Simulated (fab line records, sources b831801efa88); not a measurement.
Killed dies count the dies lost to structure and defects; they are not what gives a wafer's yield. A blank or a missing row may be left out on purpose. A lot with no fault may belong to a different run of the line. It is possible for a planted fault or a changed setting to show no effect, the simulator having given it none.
fab line records ; flow sky130
[record] lots = 5; wafers = 15; lastDay = 50
route steps=708 shown VIA1@473 METAL2@483 PAD_OPEN@708
lots untouched by any fault: they come from a run of this same line in which no faults occurred
startH: hours from the record's opening day to when the first of the lot's shown wafers began ; waitH: hours elapsed since this lot's preceding step ; " the same as in the row above ; L1.1+2: a row that stands for several wafers ; - value missing, or start not given ; * or withheld: withheld ; < > ~ a bound
route shown NAME@n: a module of which the file shows steps, and the number in the route of the first ; usual: mean and standard deviation over wafers with no fault ; same: alike in all rows ; chamber/n: place in a boat ; sites: readings site by site ; _std_site: the values' standard deviation ; _edge_site: outer sites' mean less inner sites' ; radiusMm: for every site, how far away it sits from the centre of the wafer ; mask NAME#n: copy n ; behind: the last tool/chamber to shape the wafer ; hold: why the lot went on hold/how many hours it stayed there/how the hold came to an end ; device: transistor that didn't switch, given as n, p or np ; end of line: the tests these same wafers got at the end of their route ; a step with no rows: only its recipe ; killed: dies that structure and defects cost at the first sort, which is not the same as the wafer's yield ; map: shows each die of a wafer: x if killed, . if not, _ if none is there
set.NAME: the setting the step ran with; set.NAME@STEP: the setting that earlier step ran with ; model.NAME: the simulator's own value behind a step, which no gauge read
lots at some steps of the route; a table a step, a row a wafer
services: the hour from which a tool's chamber was out of use, counted from the record's first day as startH (under 0 if before that day), plus the number of hours and why
[[steps]]
[step SKY_VIA1_ETCH_15]
[recipe] target = SiO2; chemistry = C4F8/O2/Ar; targetDepthNm = 351; stopOn = TiN; maskMaterial = KrF-thick; sourceW = 1500; biasW = 1200; pressureMtorr = 40; c4f8FlowSccm = withheld; O2_flow_sccm = 6; Ar_flow_sccm = 300; timeS = 54
[step SKY_VIA1_STRIP_16]
[recipe] chemistry = O2/N2; powerW = 1400; pressureMtorr = 1500; platenTempC = withheld; o2FlowSccm = 3000; n2FlowSccm = 300; overashFraction = 0.5
[usual] drypumpMotorCurrentA = 5.6/0.5; oesProductAu = 0.416/0.0052; stripTimeToEndpointS = 4.453/0.026
lot.wafer;tool;chamber;startH;waitH;drypumpMotorCurrentA;oesProductAu;rfHoursCounterH;stripTimeToEndpointS
L193.1;plasmaAsher-01;0;803.46;0.0;6.6;0.419;67;4.461
L193.2;plasmaAsher-01;1;803.46;0.0;5.4;0.421;67;4.489
L193.3;plasmaAsher-01;0;803.46;0.0;6.6;0.418;-;4.431
L202.1;plasmaAsher-04;1;870.91;0.0;5.3;0.410;12;4.480
L202.2;plasmaAsher-04;0;870.91;0.0;5.3;0.412;12;4.438
L202.5;plasmaAsher-04;0;870.91;0.0;5.3;0.425;-;4.464
L213.1;plasmaAsher-01;0;949.13;0.0;6.6;0.413;81;4.439
L213.2;plasmaAsher-01;1;949.13;0.0;5.4;0.410;81;4.489
L213.6;plasmaAsher-01;1;949.13;0.0;5.4;0.408;-;4.471
L214.1;plasmaAsher-04;0;951.31;0.0;5.3;0.410;20;4.444
L214.3;plasmaAsher-04;0;951.31;0.0;5.3;0.421;-;4.493
L214.5;plasmaAsher-04;0;951.31;0.0;5.3;0.410;-;4.443
L215.2;plasmaAsher-01;1;958.11;0.0;5.4;0.411;82;4.432
L215.4;plasmaAsher-01;1;958.11;0.0;5.4;0.425;-;4.447
L215.5;plasmaAsher-01;0;958.11;0.0;6.6;0.409;-;4.446
[step SKY_VIA1_STRIP_17]
[recipe] chemistry = postEtchResidueRemover; timeS = 1200; tempC = 72.5
[step SKY_VIA1_CLEAN_18]
[recipe] chemistry = IPA; timeS = 180; tempC = 25
[step SKY_VIA1_CLEAN_19]
[recipe] chemistry = O3/DIW; dry = n2Spin
[step SKY_VIA1_SPUTTER_20]
[recipe] material = TiN; targetThkNm = 20; chamberPressurePa = 5; powerW = 4000; timeS = 80
[step SKY_VIA1_CVD_21]
[recipe] material = W; targetThkNm = 270; timeS = 80.902; tempC = 400; pressureTorr = 40
[usual] heaterPowerW = 873/91
lot.wafer;tool;chamber;startH;waitH;heaterPowerW
L193.1;cvdW-01;1;804.15;0.0;760
L193.2;cvdW-01;0;804.15;0.0;890
L193.3;cvdW-01;0;804.15;0.0;873
L202.1;cvdW-02;1;871.60;0.0;1002
L202.2;cvdW-02;0;871.60;0.0;812
L202.5;cvdW-02;0;871.60;0.0;830
L213.1;cvdW-02;0;949.78;0.0;820
L213.2;cvdW-02;1;949.78;0.0;1007
L213.6;cvdW-02;1;949.78;0.0;1048
L214.1;cvdW-01;1;952.07;0.0;799
L214.3;cvdW-01;1;952.07;0.0;781
L214.5;cvdW-01;0;952.07;0.0;815
L215.2;cvdW-02;0;958.76;0.0;815
L215.4;cvdW-02;0;958.76;0.0;796
L215.5;cvdW-02;0;958.76;0.0;821
[step SKY_VIA1_RS_MEAS_22]
[recipe] thkMeasGauge = four-point-probe; reads = W_of_VIA1_CVD_21+TiN_of_VIA1_SPUTTER_20
[usual] VIA1_W_RS = 0.428/0.0064
lot.wafer;tool;chamber;startH;waitH;VIA1_W_RS[ohm/sq]
L193.1;filmMetro-03;-;804.25;0.1;0.424
L193.2;filmMetro-03;-;804.25;0.1;0.423
L193.3;filmMetro-03;-;804.25;0.1;0.432
L202.1;filmMetro-03;-;871.70;0.1;0.432
L202.2;filmMetro-03;-;871.70;0.1;0.431
L202.5;filmMetro-03;-;871.70;0.1;0.425
L213.1;filmMetro-04;-;949.87;0.1;0.422
L213.2;filmMetro-04;-;949.87;0.1;0.438
L213.6;filmMetro-04;-;949.87;0.1;0.439
L214.1;filmMetro-03;-;952.17;0.1;0.424
L214.3;filmMetro-03;-;952.17;0.1;0.414
L214.5;filmMetro-03;-;952.17;0.1;0.411
L215.2;filmMetro-02;-;958.87;0.1;0.431
L215.4;filmMetro-02;-;958.87;0.1;0.430
L215.5;filmMetro-02;-;958.87;0.1;0.431
[step SKY_VIA1_THK_MEAS_23]
[recipe] thkMeasGauge = xrf; reads = W_of_VIA1_CVD_21
[usual] VIA1_W_THK = 263/4.8
lot.wafer;tool;chamber;startH;waitH;VIA1_W_THK[nm]
L193.1;filmMetro-03;-;804.37;0.1;269
L193.2;filmMetro-03;-;804.37;0.1;268
L193.3;filmMetro-03;-;804.37;0.1;263
L202.1;filmMetro-03;-;871.82;0.1;263
L202.2;filmMetro-03;-;871.82;0.1;264
L202.5;filmMetro-03;-;871.82;0.1;268
L213.1;filmMetro-04;-;949.99;0.1;266
L213.2;filmMetro-04;-;949.99;0.1;256
L213.6;filmMetro-04;-;949.99;0.1;257
L214.1;filmMetro-03;-;952.29;0.1;267
L214.3;filmMetro-03;-;952.29;0.1;272
L214.5;filmMetro-03;-;952.29;0.1;275
L215.2;filmMetro-02;-;958.98;0.1;262
L215.4;filmMetro-02;-;958.98;0.1;260
L215.5;filmMetro-02;-;958.98;0.1;259
[step SKY_VIA1_CMP_24]
[recipe] stopOn = SiO2; tOverpolishS = 15; downForcePsi = 3.5; platenRpm = 60; targetThkNm = 0; padVelocityMS = 0.94248
[usual] motorCurrentA = 10.6/0.83; overpolishRunS = 15.000/0.0087; timeToEndpointS = 67/3.6
lot.wafer;tool;chamber;startH;waitH;motorCurrentA;overpolishRunS;timeToEndpointS
L193.2;cmp-02;1;804.43;0.0;11.3;14.976;73
L193.1;cmp-02;2;804.43;0.0;11.6;14.993;67
L193.3;cmp-02;3;804.43;0.0;10.7;15.013;71
L202.2;cmp-02;3;871.98;0.1;10.8;14.993;68
L202.1;cmp-02;0;871.98;0.1;9.7;14.999;62
L202.5;cmp-02;1;871.98;0.1;10.8;14.993;71
L213.1;cmp-02;3;950.20;0.2;10.8;15.009;68
L213.2;cmp-02;1;950.20;0.2;10.7;14.996;65
L213.6;cmp-02;3;950.20;0.2;10.9;14.994;67
L214.3;cmp-01;2;952.51;0.2;9.8;15.002;70
L214.1;cmp-01;3;952.51;0.2;11.6;15.001;63
L214.5;cmp-01;2;952.51;0.2;9.7;14.986;71
L215.4;cmp-01;0;959.08;0.1;11.2;14.990;61
L215.2;cmp-01;2;959.08;0.1;9.8;15.006;68
L215.5;cmp-01;0;959.08;0.1;11.4;14.989;63
[step SKY_METAL2_SPUTTER_00]
[recipe] material = Ti; targetThkNm = 15; powerW = 3000; timeS = 10; chamberPressurePa = 0.4
[usual] throttleValvePct = 30.0/1
lot.wafer;tool;chamber;startH;waitH;throttleValvePct
L193.1;pvdSputter-01;-;804.73;0.2;28.9
L193.2;pvdSputter-01;-;804.73;0.2;29.4
L193.3;pvdSputter-01;-;804.73;0.2;31.3
L202.1;pvdSputter-01;-;872.18;0.1;31.0
L202.2;pvdSputter-01;-;872.18;0.1;28.6
L202.5;pvdSputter-01;-;872.18;0.1;28.7
L213.1;pvdSputter-01;-;950.45;0.2;31.3
L213.2;pvdSputter-01;-;950.45;0.2;29.9
L213.6;pvdSputter-01;-;950.45;0.2;29.4
L214.1;pvdSputter-04;-;952.81;0.2;28.9
L214.3;pvdSputter-04;-;952.81;0.2;31.0
L214.5;pvdSputter-04;-;952.81;0.2;29.0
L215.2;pvdSputter-01;-;959.33;0.1;29.9
L215.4;pvdSputter-01;-;959.33;0.1;28.6
L215.5;pvdSputter-01;-;959.33;0.1;29.7
[step SKY_METAL2_SPUTTER_01]
[recipe] material = TiN; targetThkNm = 20; powerW = 6500; timeS = 16.7; chamberPressurePa = 0.4
[step SKY_METAL2_SPUTTER_02]
[recipe] material = AlCu; targetThkNm = 250; powerW = 10600; timeS = 13.3; chamberPressurePa = 0.4
[usual] throttleValvePct = 30.0/1
lot.wafer;tool;chamber;startH;waitH;throttleValvePct;model.AlCu_of_METAL2_SPUTTER_02.thkNm
L193.1;pvdSputter-01;-;804.78;0.0;28.8;253.2
L193.2;pvdSputter-01;-;804.78;0.0;29.4;250.3
L193.3;pvdSputter-01;-;804.78;0.0;31.1;247.5
L202.1;pvdSputter-01;-;872.22;0.0;31.2;165.9
L202.2;pvdSputter-01;-;872.22;0.0;28.6;251.8
L202.5;pvdSputter-01;-;872.22;0.0;28.7;167.5
L213.1;pvdSputter-01;-;950.49;0.0;31.2;246.4
L213.2;pvdSputter-01;-;950.49;0.0;29.9;246.1
L213.6;pvdSputter-01;-;950.49;0.0;29.4;246.2
L214.1;pvdSputter-04;-;952.86;0.0;28.8;245.5
L214.3;pvdSputter-04;-;952.86;0.0;30.9;246.4
L214.5;pvdSputter-04;-;952.86;0.0;29.0;244.2
L215.2;pvdSputter-01;-;959.38;0.0;29.8;247.8
L215.4;pvdSputter-01;-;959.38;0.0;28.6;247.4
L215.5;pvdSputter-01;-;959.38;0.0;29.7;246
[step SKY_METAL2_SPUTTER_03]
[recipe] material = Ti; targetThkNm = 5; powerW = 3000; timeS = 3.3; chamberPressurePa = 0.4
[usual] throttleValvePct = 30.0/1
lot.wafer;tool;chamber;startH;waitH;throttleValvePct
L193.1;pvdSputter-01;-;804.80;0.0;28.8
L193.2;pvdSputter-01;-;804.80;0.0;29.2
L193.3;pvdSputter-01;-;804.80;0.0;31.3
L202.1;pvdSputter-01;-;872.25;0.0;31.2
L202.2;pvdSputter-01;-;872.25;0.0;28.8
L202.5;pvdSputter-01;-;872.25;0.0;28.7
L213.1;pvdSputter-01;-;950.52;0.0;31.0
L213.2;pvdSputter-01;-;950.52;0.0;29.7
L213.6;pvdSputter-01;-;950.52;0.0;29.4
L214.1;pvdSputter-04;-;952.89;0.0;28.8
L214.3;pvdSputter-04;-;952.89;0.0;31.0
L214.5;pvdSputter-04;-;952.89;0.0;28.9
L215.2;pvdSputter-01;-;959.41;0.0;29.6
L215.4;pvdSputter-01;-;959.41;0.0;28.5
L215.5;pvdSputter-01;-;959.41;0.0;30.0
[step SKY_METAL2_SPUTTER_04]
[recipe] material = TiN; targetThkNm = 70; powerW = 6500; timeS = 58.3; chamberPressurePa = 0.4
[step SKY_METAL2_RS_MEAS_05]
[recipe] thkMeasGauge = four-point-probe; reads = TiN_of_METAL2_SPUTTER_04+Ti_of_METAL2_SPUTTER_03+AlCu_of_METAL2_SPUTTER_02+TiN_of_METAL2_SPUTTER_01+Ti_of_METAL2_SPUTTER_00
[usual] METAL2_ALCU_RS = 0.1269/0.0015
lot.wafer;tool;chamber;startH;waitH;METAL2_ALCU_RS[ohm/sq]
L193.1;filmMetro-01;-;804.87;0.0;0.1254
L193.2;filmMetro-01;-;804.87;0.0;0.1269
L193.3;filmMetro-01;-;804.87;0.0;0.1287
L202.1;filmMetro-03;-;872.32;0.0;0.1940
L202.2;filmMetro-03;-;872.32;0.0;0.1256
L202.5;filmMetro-03;-;872.32;0.0;0.1920
L213.1;filmMetro-04;-;950.59;0.0;0.1288
L213.2;filmMetro-04;-;950.59;0.0;0.1290
L213.6;filmMetro-04;-;950.59;0.0;0.1290
L214.1;filmMetro-03;-;952.95;0.0;0.1293
L214.3;filmMetro-03;-;952.95;0.0;0.1287
L214.5;filmMetro-03;-;952.95;0.0;0.1300
L215.2;filmMetro-04;-;959.49;0.0;0.1280
L215.4;filmMetro-04;-;959.49;0.0;0.1281
L215.5;filmMetro-04;-;959.49;0.0;0.1292
[step SKY_METAL2_THK_MEAS_06]
[recipe] thkMeasGauge = xrf; reads = AlCu_of_METAL2_SPUTTER_02
[usual] METAL2_ALCU_THK = 247.9/3
lot.wafer;tool;chamber;startH;waitH;METAL2_ALCU_THK[nm]
L193.1;filmMetro-01;-;804.99;0.1;253.2
L193.2;filmMetro-01;-;804.99;0.1;250.7
L193.3;filmMetro-01;-;804.99;0.1;248.3
L202.1;filmMetro-03;-;872.44;0.1;162.2
L202.2;filmMetro-03;-;872.44;0.1;248.3
L202.5;filmMetro-03;-;872.44;0.1;164.7
L213.1;filmMetro-04;-;950.71;0.1;245.2
L213.2;filmMetro-04;-;950.71;0.1;244.3
L213.6;filmMetro-04;-;950.71;0.1;245.0
L214.1;filmMetro-03;-;953.07;0.1;243.0
L214.3;filmMetro-03;-;953.07;0.1;243.6
L214.5;filmMetro-03;-;953.07;0.1;240.7
L215.2;filmMetro-04;-;959.60;0.1;246.6
L215.4;filmMetro-04;-;959.60;0.1;246.3
L215.5;filmMetro-04;-;959.60;0.1;244.8
[step SKY_METAL2_DEHYDRATE_07]
[recipe] tempC = 200; timeS = 60
[step SKY_METAL2_HMDS_08]
[recipe] primeTimeS = 60; primeTempC = 120
[step SKY_METAL2_COAT_09]
[recipe] resist = BARC; tempC = withheld; timeS = withheld; spinRpm = 3000; resistThkNm = 60
[step SKY_METAL2_COAT_10]
[recipe] resist = KrF-thick; spinRpm = 3000; resistThkNm = 450
[step SKY_METAL2_SOFTBAKE_11]
[recipe] tempC = 100; timeS = 90; resist = KrF-thick
[step SKY_METAL2_EXPOSE_12]
[recipe] maskId = MM2; na = 0.8; sourceShape = annular; sigmaInner = 0.55; sigmaOuter = 0.85; targetCdNm = 140; doseMj = 28
[step SKY_METAL2_PEB_13]
[recipe] pebTempC = withheld; pebTimeS = withheld; resist = KrF-thick
[step SKY_METAL2_DEVELOP_14]
[recipe] developTimeS = 60; resist = KrF-thick; devTempC = 21
[step SKY_METAL2_CD_MEAS_15]
[recipe] targetCdNm = 140
[usual] cdNm = 139.9/1.7
lot.wafer;tool;chamber;startH;waitH;cdNm
L193.1;cdSem-01;-;831.22;-;140.9
L193.2;cdSem-01;-;831.22;-;140.7
L193.3;cdSem-01;-;831.22;-;140.9
L202.1;cdSem-02;-;898.72;-;143.7
L202.2;cdSem-02;-;898.72;-;141.5
L202.5;cdSem-02;-;898.72;-;142.1
L213.1;cdSem-01;-;974.87;-;138.1
L213.2;cdSem-01;-;974.87;-;139.0
L213.6;cdSem-01;-;974.87;-;138.1
L214.1;cdSem-02;-;978.08;-;138.7
L214.3;cdSem-02;-;978.08;-;139.6
L214.5;cdSem-02;-;978.08;-;140.5
L215.2;cdSem-02;-;984.64;-;136.7
L215.4;cdSem-02;-;984.64;-;136.1
L215.5;cdSem-02;-;984.64;-;136.8
[step SKY_METAL2_OVL_MEAS_16]
[usual] METAL2_OVL = 3/5.6
lot.wafer;tool;chamber;startH;waitH;METAL2_OVL[nm]
L193.1;overlay-02;-;831.34;0.1;0
L193.2;overlay-02;-;831.34;0.1;11
L193.3;overlay-02;-;831.34;0.1;-4
L202.1;overlay-01;-;898.84;0.1;7
L202.2;overlay-01;-;898.84;0.1;-1
L202.5;overlay-01;-;898.84;0.1;8
L213.1;overlay-02;-;974.99;0.1;9
L213.2;overlay-02;-;974.99;0.1;1
L213.6;overlay-02;-;974.99;0.1;-4
L214.1;overlay-02;-;978.20;0.1;6
L214.3;overlay-02;-;978.20;0.1;6
L214.5;overlay-02;-;978.20;0.1;9
L215.2;overlay-01;-;984.74;0.1;0
L215.4;overlay-01;-;984.74;0.1;0
L215.5;overlay-01;-;984.74;0.1;-9
[step SKY_METAL2_DESCUM_17]
[recipe] chemistry = O2; sourcePowerW = 150; biasPowerW = 0; pressureMtorr = 10; tempC = 40; timeS = 8
[step SKY_METAL2_ETCH_18]
[recipe] chemistry = N2/H2; target = BARC; ionEnergyEv = 200; biasW = 100; pressureMtorr = 30; n2FlowSccm = 100; h2FlowSccm = 200; icpW = 500; stopOn = SiO2; timeS = 45.9; targetDepthA = 600
[step SKY_METAL2_METAL_ETCH_19]
[recipe] targetDepthA = 3600; stopOn = SiO2; overEtchFrac = 0.3; timeS = 78; chemistry = Cl2/BCl3; resistSidewallDeg = 88; pressureMtorr = 10; icpW = 900; biasW = 48.5; Cl2_flow_sccm = 60; bcl3FlowSccm = 30
[usual] drypumpMotorCurrentA = 5.46/0.27; heBacksideLeakSccm = 3.36/0.18; mfcCl2Sccm = 60.02/0.18; oesProductAu = 0.854/0.0062; throttleValvePct = 22.264/0.0096
lot.wafer;tool;chamber;startH;waitH;drypumpMotorCurrentA;heBacksideLeakSccm;mfcCl2Sccm;oesProductAu;rfHoursCounterH;throttleValvePct
L193.1;rieMetal-04;0;831.47;0.0;5.63;3.37;60.46;0.853;8;22.256
L193.2;rieMetal-04;1;831.47;0.0;4.94;3.54;60.05;0.852;4;22.260
L193.3;rieMetal-04;0;831.47;0.0;5.63;3.23;60.23;0.846;-;22.260
L202.1;rieMetal-01;0;898.97;0.0;5.27;3.14;60.03;0.771;15;22.248
L202.2;rieMetal-01;1;898.97;0.0;5.68;3.48;59.99;0.851;8;22.259
L202.5;rieMetal-01;1;898.97;0.0;5.68;3.36;59.99;0.765;-;22.280
L213.1;rieMetal-03;0;975.12;0.0;5.80;3.25;60.08;0.865;7;22.268
L213.2;rieMetal-03;1;975.12;0.0;5.53;3.33;59.68;0.848;21;22.275
L213.6;rieMetal-03;0;975.12;0.0;5.79;3.16;60.28;0.855;-;22.255
L214.1;rieMetal-03;1;978.33;0.0;5.53;3.45;59.92;0.842;21;22.259
L214.3;rieMetal-03;1;978.33;0.0;5.53;3.29;59.87;0.850;-;22.257
L214.5;rieMetal-03;1;978.33;0.0;5.55;3.02;60.04;0.847;-;22.278
L215.2;rieMetal-04;0;984.87;0.0;5.62;3.40;60.09;0.854;15;22.271
L215.4;rieMetal-04;1;984.87;0.0;4.97;4.51;60.23;0.852;-;22.253
L215.5;rieMetal-04;1;984.87;0.0;4.97;3.62;60.60;0.855;-;22.266
[step SKY_METAL2_STRIP_20]
[recipe] chemistry = O2/N2; powerW = 1400; pressureMtorr = 1500; platenTempC = withheld; o2FlowSccm = 3000; n2FlowSccm = 300; overashFraction = 0.5
[step SKY_PAD_OPEN_PROBE_99]
[usual] defectLimitedYield = 82.9/1.7; killed_at_M0_to_M3 = 42/6.1; killed_at_M4_up = 3.4/2; killedAtContacts = 23/4.8; killedAtFrontEnd = 15/3.8; killedAtOther = 0.3/0.48; killedDies = 84/8.5; killedOpen = 46/6.8; killedShort = 38/6.2; sort_bin_3_pad_short = 0.8/0.42; sort_bin_5_function = 10.1/1.4; sort_bin_6_memory = 6.2/0.99; sortNPass = 408/8.5; sortYieldPct = 82.9/1.7
[same] grossDies = 492; killedAtBackSide = 0; sort_bin_4_leakage[%] = 0; sort_bin_8_speed[%] = 0
lot.wafer;tool;chamber;startH;waitH;defectLimitedYield[%];killed_at_M0_to_M3;killed_at_M4_up;killedAtContacts;killedAtFrontEnd;killedAtOther;killedDies;killedOpen;killedShort;sort_bin_3_pad_short[%];sort_bin_5_function[%];sort_bin_6_memory[%];sortNPass;sortYieldPct[%];model.etest.met2.lineOhmUm;model.etest.met2.rsOhmSq
L193.1;prober-02;-;1083.64;0.1;81.1;52;5;17;19;0;93;50;42;0.4;10.4;8.1;399;81.1;0.9035;0.1268
L193.2;prober-02;-;1083.69;0.1;82.5;53;3;15;15;0;86;42;44;0.6;10.0;6.9;406;82.5;0.9045;0.1272
L193.3;prober-02;-;1083.74;0.2;80.7;46;2;31;16;0;95;55;39;1.2;10.2;7.9;397;80.7;0.9694;0.1317
L202.1;prober-01;-;1140.59;0.1;82.9;42;8;19;15;0;84;42;42;1.0;11.4;4.7;408;82.9;1.348;0.1983
L202.2;prober-01;-;1140.64;0.1;81.1;44;2;27;19;1;93;60;33;0.6;11.4;6.9;399;81.1;0.9382;0.127
L202.5;prober-01;-;1140.79;0.2;86.0;31;2;23;13;0;69;41;28;0.4;7.9;5.7;423;86.0;1.428;0.196
L213.1;prober-01;-;1192.17;0.1;85.8;39;4;16;11;0;70;40;30;0.4;8.1;5.7;422;85.8;0.9677;0.1316
L213.2;prober-01;-;1192.22;0.1;83.1;41;1;25;16;0;83;35;48;0.8;9.8;6.3;409;83.1;0.948;0.1301
L213.6;prober-01;-;1192.42;0.2;80.3;47;4;25;20;1;97;53;43;0;13.0;6.7;395;80.3;0.9367;0.1305
L214.1;prober-02;-;1194.33;0.1;83.1;41;8;21;13;0;83;45;38;0.6;11.4;4.9;409;83.1;0.9578;0.1311
L214.3;prober-02;-;1194.43;0.2;81.7;54;6;19;11;0;90;44;46;0.6;12.2;5.5;402;81.7;0.9771;0.1295
L214.5;prober-02;-;1194.53;0.2;84.1;44;3;14;17;0;78;40;38;1.2;9.1;5.5;414;84.1;0.9586;0.1313
L215.2;prober-01;-;1198.08;0.1;83.1;41;1;20;21;0;83;45;38;0.6;10.6;5.7;409;83.1;0.9767;0.1292
L215.4;prober-01;-;1198.18;0.2;82.1;45;2;25;15;1;88;43;44;0.6;10.2;7.1;404;82.1;0.9341;0.1298
L215.5;prober-01;-;1198.23;0.2;82.7;39;2;25;19;0;85;42;42;1.0;8.7;7.5;407;82.7;0.932;0.131
// killed by level:class
L193.1 VIA1:geometricParticle:short=11 VIA1:geometricParticle:open=8 VIA2:geometricParticle:open=8 FIELD_ISO:geometricParticle:open=7 CONTACT:geometricParticle:open=7 METAL2:geometricParticle:short=6 VIA3:geometricParticle:open=6 LI_CONTACT:geometricParticle:open=5
L193.2 VIA3:geometricParticle:open=9 VIA1:geometricParticle:open=9 VIA2:geometricParticle:open=7 CONTACT:geometricParticle:open=6 METAL2:geometricParticle:short=6 METAL1:geometricParticle:short=5 VIA3:geometricParticle:short=5 FIELD_ISO:geometricParticle:short=4
L193.3 CONTACT:geometricParticle:open=15 VIA1:geometricParticle:open=11 VIA3:geometricParticle:open=8 VIA2:geometricParticle:open=7 FIELD_ISO:geometricParticle:short=6 LI_CONTACT:geometricParticle:short=5 LI_CONTACT:geometricParticle:open=4 LOCAL_INTERCONNECT:geometricParticle:short=4
L202.1 LI_CONTACT:geometricParticle:open=9 VIA1:geometricParticle:open=6 METAL4:geometricParticle:short=6 CONTACT:geometricParticle:open=6 METAL1:geometricParticle:short=6 VIA2:geometricParticle:short=6 VIA2:geometricParticle:open=6 FIELD_ISO:geometricParticle:short=5
L202.2 CONTACT:geometricParticle:open=12 VIA3:geometricParticle:open=10 VIA2:geometricParticle:open=10 LI_CONTACT:geometricParticle:open=9 FIELD_ISO:geometricParticle:open=7 VIA1:geometricParticle:open=6 FIELD_ISO:geometricParticle:short=4 CONTACT:geometricParticle:short=4
L202.5 VIA1:geometricParticle:open=11 CONTACT:geometricParticle:open=10 LI_CONTACT:geometricParticle:open=5 VIA2:geometricParticle:open=5 POLY_GATE:geometricParticle:short=4 METAL2:geometricParticle:short=4 LOCAL_INTERCONNECT:geometricParticle:short=3 METAL1:geometricParticle:short=3
L213.1 VIA1:geometricParticle:open=12 CONTACT:geometricParticle:open=7 VIA2:geometricParticle:short=6 FIELD_ISO:geometricParticle:open=5 METAL2:geometricParticle:short=4 METAL1:geometricParticle:short=4 FIELD_ISO:geometricParticle:short=3 LI_CONTACT:geometricParticle:open=3
L213.2 VIA1:geometricParticle:short=8 LI_CONTACT:geometricParticle:open=7 CONTACT:geometricParticle:open=7 METAL2:geometricParticle:short=7 LOCAL_INTERCONNECT:geometricParticle:short=6 FIELD_ISO:geometricParticle:short=5 METAL1:geometricParticle:short=5 VIA2:geometricParticle:open=5
L213.6 VIA1:geometricParticle:open=15 VIA2:geometricParticle:open=10 CONTACT:geometricParticle:open=7 FIELD_ISO:geometricParticle:open=6 CONTACT:geometricParticle:short=6 LOCAL_INTERCONNECT:geometricParticle:short=6 POLY_GATE:geometricParticle:short=5 LI_CONTACT:geometricParticle:short=4
L214.1 VIA1:geometricParticle:open=9 VIA3:geometricParticle:open=7 LI_CONTACT:geometricParticle:open=6 CONTACT:geometricParticle:short=6 CONTACT:geometricParticle:open=6 VIA2:geometricParticle:open=6 FIELD_ISO:geometricParticle:short=5 POLY_GATE:geometricParticle:short=5
L214.3 VIA3:geometricParticle:open=13 METAL1:geometricParticle:short=8 METAL2:geometricParticle:short=8 VIA1:geometricParticle:open=7 VIA2:geometricParticle:open=7 VIA1:geometricParticle:short=6 CONTACT:geometricParticle:open=5 LOCAL_INTERCONNECT:geometricParticle:short=5
L214.5 VIA1:geometricParticle:open=10 VIA2:geometricParticle:open=8 VIA3:geometricParticle:open=6 CONTACT:geometricParticle:open=6 METAL1:geometricParticle:short=5 METAL2:geometricParticle:short=5 FIELD_ISO:geometricParticle:short=4 POLY_GATE:geometricParticle:open=4
L215.2 VIA1:geometricParticle:open=9 FIELD_ISO:geometricParticle:short=8 METAL2:geometricParticle:short=7 VIA2:geometricParticle:open=7 FIELD_ISO:geometricParticle:open=6 CONTACT:geometricParticle:open=6 LI_CONTACT:geometricParticle:open=5 VIA3:geometricParticle:open=5
L215.4 VIA3:geometricParticle:open=9 CONTACT:geometricParticle:open=8 LOCAL_INTERCONNECT:geometricParticle:short=7 VIA1:geometricParticle:open=6 VIA2:geometricParticle:short=6 VIA2:geometricParticle:open=6 LI_CONTACT:geometricParticle:open=5 FIELD_ISO:geometricParticle:open=4
L215.5 CONTACT:geometricParticle:open=10 METAL1:geometricParticle:short=9 VIA3:geometricParticle:open=7 CONTACT:geometricParticle:short=6 VIA2:geometricParticle:open=6 VIA1:geometricParticle:open=6 LI_CONTACT:geometricParticle:open=5 FIELD_ISO:geometricParticle:short=4
[[services]]
tool;chamber;startH;hours;kind
pvdSputter-04;-;785.26;3.4;repair
cmp-02;-;790.68;0.4;repair
cmp-01;-;802.97;4.3;repair
pvdSputter-04;-;815.04;4.4;repair
cmp-02;-;815.23;2.9;pm
rieMetal-03;1;826.69;6.6;repair
cmp-02;-;844.32;3.1;repair
cmp-01;-;853.38;0.8;repair
cmp-01;-;860.90;0.3;repair
cvdW-01;1;870.33;4.2;repair
rieMetal-04;-;877.64;1.4;repair
cvdW-02;-;890.33;4.3;pm
cvdW-01;-;904.00;14.0;pm
plasmaAsher-01;-;904.09;1.9;repair
pvdSputter-04;-;907.88;1.4;repair
cmp-01;-;912.00;4.0;pm
pvdSputter-04;-;914.06;1.5;repair
plasmaAsher-01;-;918.16;0.6;repair
rieMetal-04;1;931.39;2.5;repair
cvdW-01;-;933.72;2.8;pm
cmp-01;-;947.38;4.5;repair
rieMetal-04;-;958.54;14.6;pm
cmp-02;-;960.10;1.4;repair
cmp-02;-;970.12;1.0;repair
[[key]]
[firstSign] step = SKY_METAL2_RS_MEAS_05; reading = METAL2_ALCU_RS; direction = up; sigmas = 44; usual = 0.1269; struck = 0.1930
[effect] step = SKY_METAL2_THK_MEAS_06; reading = METAL2_ALCU_THK; direction = down; sigmas = 28; usual = 247.9; struck = 163.4
[effect] step = SKY_METAL2_METAL_ETCH_19; reading = oesProductAu; direction = down; sigmas = 14; usual = 0.854; struck = 0.768
[modelEffect] step = SKY_METAL2_SPUTTER_02; value = AlCu_of_METAL2_SPUTTER_02.thkNm; without = 250.1; struck = 166.7
[modelEffect] step = SKY_PAD_OPEN_PROBE_99; value = etest.met2.lineOhmUm; without = 0.9085; struck = 1.388
metAt SKY_METAL2_SPUTTER_02
struckWafers L202.1,L202.5
onsetBetween 804.78 872.22
[fault] kind = processParameterDrift; tool = pvdSputter-01; chamber = -; onsetH = 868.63; steps = SKY_METAL2_SPUTTER_02; channel = targetThkNm; offset = -83.404; shape = step; endH = 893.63; scope = struckWafersOnly; actsIn = theseRecipesOnly; stated = 250
